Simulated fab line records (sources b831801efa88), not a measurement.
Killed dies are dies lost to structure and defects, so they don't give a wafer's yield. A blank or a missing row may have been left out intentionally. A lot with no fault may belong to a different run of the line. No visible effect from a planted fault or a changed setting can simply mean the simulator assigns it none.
Problem report in the 8D (eight disciplines) form, filled by code ; flow gf180mcu ; the parts of the form that need people (team, actions taken, sign-off) are left out

## 1. WHAT WENT WRONG
Across 2 wafers from 2 lots, V4_CVD_02_THK at GF_V4_THK_MEAS_03 averages 496 nm, while fault-free wafers read 851 nm with a standard deviation of 11. Measured from the usual mean, that is -32 standard deviations.
Earliest sighting: wafer L129.3 on film metro-04 at day 29 01:05. Wafers with a number at this step in the record: 33, from 11 lots. The rule behind "out" and "out of limits": a value lying over 4 standard deviations away from the usual mean. The rest of the wafers with a number are treated as sound.

## 2. WHAT THIS IS AND IS NOT
question;is;is not
which readings at this step;V4_CVD_02_THK;-
which lots;L129, L132;L114, L118, L119, L120, L122, L125, L128, L131, L135
which wafers of those lots;L129.3, L132.2;L129.2, L129.4, L132.4, L132.6
read on which gauges;film metro-04;film metro-03
when;from day 29 01:05;"up to then (23 sound wafers); but 8 sound wafers of L131, L132, L135 came after"

## 3. SUSPECTS, AND WHAT RULES EACH OUT
Counting: if a tool at a process step up to the reading ran every lot that is out, it stays a suspect. Sound lots after the first of them don't rule it out here, since some wafers of a struck lot are sound.
- the gauge at GF_V4_THK_MEAS_03 is ruled out. All the wafers that are out were read on film metro-04, but those of them that GF_V4_CMP_04 has rows for are out there too, on other tools.
- pecvd-01 at GF_V4_CVD_02 (deposits SiO2 from TEOS, target thk 850 nm, time 94.851 s): kept. Ran every lot that is out, first one L129 (day 29 01:00); last sound lot up to then L128 (day 28 21:42).
- Within pecvd-01 at GF_V4_CVD_02: the wafers that are out ran in chamber 2; their sound lot-mates ran in chambers 0, 1.
The count leaves pecvd-01 at GF_V4_CVD_02.

## 4. THE CAUSE (what the simulator had put in)
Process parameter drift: pecvd-01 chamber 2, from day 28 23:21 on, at GF_V4_CVD_02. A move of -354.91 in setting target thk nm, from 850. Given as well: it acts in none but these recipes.
Only this tool survived the counting.

## 5. THE EFFECT CHAIN, in route order
Rows list readings where the struck wafers' mean (over those with a number) sits beyond 3 standard deviations from the usual. Scope: only readings with a usual standard deviation given in the record; hours: median across lots of the time from each lot's start at the first step in this table that gives one to its start at this step; sigmas: change in usual standard deviations.
hours;step;reading;usual;on struck wafers;change;sigmas
0;GF_V4_THK_MEAS_03;V4_CVD_02_THK;851 nm;496;-356;-32
0;GF_V4_CMP_04;time to endpoint s;81 s;38;-43;-9.0
-;GF_V4_ETCH_17;oes product au;0.856 a.u.;0.757;-0.099;-21
It contains these process steps:
- GF_V4_CMP_04: polishes SiO2.
- GF_V4_ETCH_17: etches SiO2 in C4F8/O2/Ar, stops on TiN, target depth 630 nm.

## 6. WHAT WOULD HAVE CAUGHT IT SOONER
2 hours passed between the start of the fault at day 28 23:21 and the first reading out of limits at a measuring or inspecting step in this record, taken at day 29 01:05.
An alarm limit of 4 standard deviations would not have fired on the tool readings at GF_V4_CVD_02 for which the record gives a usual standard deviation, since none of them was out on any struck wafer.
Lots out: 2; of these, L132 started GF_V4_CVD_02 on pecvd-01 after day 29 01:05. A tool hold placed at that time would have kept it from harm.
